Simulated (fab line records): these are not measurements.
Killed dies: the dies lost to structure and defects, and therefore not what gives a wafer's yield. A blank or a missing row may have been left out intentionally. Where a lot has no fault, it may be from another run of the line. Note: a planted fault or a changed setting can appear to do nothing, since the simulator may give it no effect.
2 desks looking at one fault ; flow gf180mcu ; every desk sees just its own numbers, and what lay behind them comes last

== AT THE TOOL OWNER'S DESK: rie metal-04 ==
The tool's own readings at GF_M2_METAL_ETCH_16 (etches the open film in Cl2/BCl3, stops on SiO2, target depth 750.8 nm, time 125.1 s): means of the sampled wafers that have a number, for each lot that ran on this tool. The brackets show how far a lot's mean lies from the usual mean; more than 4 standard deviations puts the lot out of limits, marked OUT.
Columns: A = bias w at GF_M2_METAL_ETCH_16, usual 140.1 W; B = drypump motor current A at GF_M2_METAL_ETCH_16, usual 5.78 A; C = he backside leak sccm at GF_M2_METAL_ETCH_16, usual 3.29 sccm; D = oes product au at GF_M2_METAL_ETCH_16, usual 0.987 a.u.; E = throttle valve pct at GF_M2_METAL_ETCH_16, usual 28.234 %
lot;first seen here;A;B;C;D;E
L461;day 20 19:31;139.7;5.93;3.39;0.972;28.249
L463;day 21 21:52;139.7;5.92;3.50;0.968;28.247
L465;day 22 14:04;156.3 (+34) OUT;5.92;3.29;0.977;28.233
L466;day 22 19:55;171.7 (+67) OUT;6.14;3.30;0.987;28.229
This desk finds L465, L466 out of limits, L465 being first, at day 22 14:04 (bias w at GF_M2_METAL_ETCH_16). L461, L463: within limits.

== AT THE METROLOGY DESK ==
Means of the sampled wafers that have a number, per lot and without regard to the tool the lot ran on: this is what the gauges read. The brackets show how far a lot's mean lies from the usual mean; more than 4 standard deviations puts the lot out of limits, marked OUT.
Columns: A = M3_OVL at GF_M3_OVL_MEAS_15, usual 1 nm
lot;first seen here;A
L460;day 22 14:47;-3
L461;day 22 21:50;2
L462;day 23 06:47;3
L463;day 23 22:44;-7
L465;day 24 14:16;10
L466;day 24 19:35;-2
L474;day 27 08:59;3
L475;day 27 10:26;0
L477;day 28 09:23;4
L478;day 28 10:20;2
L479;day 28 17:55;3
Finding of this desk: none of the 11 lots has anything out of limits.

== ALL TOGETHER ==
The tool owner's desk had the chance to raise an alarm at day 22 14:04 on L465, L466.
Metrology desk: nothing out of limits seen.
The metrology desk holds a record of L465, L466, inside its limits.
The lots listed all ran GF_M2_METAL_ETCH_16 on rie metal-04.

== WHAT THE SIMULATOR PUT IN ==
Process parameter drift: rie metal-04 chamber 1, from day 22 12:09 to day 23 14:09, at GF_M2_METAL_ETCH_16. A move of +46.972 in setting bias w, from 140. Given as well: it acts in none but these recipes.
Struck lots among those shown: L465, L466.
Each desk's first reading out of limits, in hours after the fault started: the tool owner's desk, 2.
